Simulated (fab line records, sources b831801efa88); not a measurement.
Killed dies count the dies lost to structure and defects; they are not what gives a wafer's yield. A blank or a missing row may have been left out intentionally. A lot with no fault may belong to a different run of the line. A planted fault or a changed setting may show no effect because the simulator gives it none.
One fault seen from 2 desks / flow gf180mcu / every desk sees just its own numbers, and what lay behind them comes last

== AT THE TOOL OWNER'S DESK: krf_scanner-02 ==
The tool's own readings at GF_V1_EXPOSE_11 (exposes mask Via1, target cd 260 nm): means of the sampled wafers that have a number, for each lot that ran on this tool. Marked OUT: a lot whose mean sits more than 4 standard deviations from the usual mean, which makes it out of limits; the brackets give that distance.
Columns: A = focus_offset_nm at GF_V1_EXPOSE_11, usual 0.1 nm; B = reticle_temp_C at GF_V1_EXPOSE_11, usual 22.98 C; C = stage_vel_mm_s at GF_V1_EXPOSE_11, usual 500.01 mm/s
lot=L456; first seen here=day 18 10:44; A=-0.1; B=23.09; C=500.08
lot=L458; first seen here=day 19 02:22; A=-0.3; B=22.97; C=499.52
lot=L461; first seen here=day 20 11:15; A=0.2; B=22.87; C=499.99
lot=L464; first seen here=day 21 18:37; A=-0.4; B=22.90; C=500.14
lot=L477; first seen here=day 25 16:16; A=0.0; B=22.95; C=500.04
Result from this desk: across the 5 lots, nothing is out of limits.

== THE METROLOGY DESK ==
Means of the sampled wafers that have a number, per lot and without regard to the tool the lot ran on: this is what the gauges read. Marked OUT: a lot whose mean sits more than 4 standard deviations from the usual mean, which makes it out of limits; the brackets give that distance.
Columns: A = cd_nm at GF_V1_CD_MEAS_14, usual 259.9 nm; B = V1_W_RS at GF_V1_RS_MEAS_24, usual 0.3268 ohm/sq
lot=L454; first seen here=day 18 03:04; A=260.4; B=0.3313
lot=L455; first seen here=day 18 18:44; A=260.5; B=0.3266
lot=L456; first seen here=day 18 22:04; A=258.0; B=0.3287
lot=L457; first seen here=day 19 06:07; A=259.9; B=0.3305
lot=L458; first seen here=day 19 14:47; A=260.5; B=0.3244
lot=L461; first seen here=day 20 23:21; A=260.8; B=0.3287
lot=L464; first seen here=day 22 06:19; A=261.4; B=0.3299
lot=L474; first seen here=day 25 08:00; A=261.2; B=0.3309
lot=L475; first seen here=day 25 13:32; A=260.9; B=0.3257
lot=L476; first seen here=day 25 21:18; A=258.2; B=0.3273
lot=L477; first seen here=day 26 02:07; A=259.9; B=0.3268
Result from this desk: across the 11 lots, nothing is out of limits.

== ALL TOGETHER ==
The tool owner's desk saw nothing out of limits.
From the metrology desk's view, nothing was out of limits.

== WHAT THE SIMULATOR PUT IN ==
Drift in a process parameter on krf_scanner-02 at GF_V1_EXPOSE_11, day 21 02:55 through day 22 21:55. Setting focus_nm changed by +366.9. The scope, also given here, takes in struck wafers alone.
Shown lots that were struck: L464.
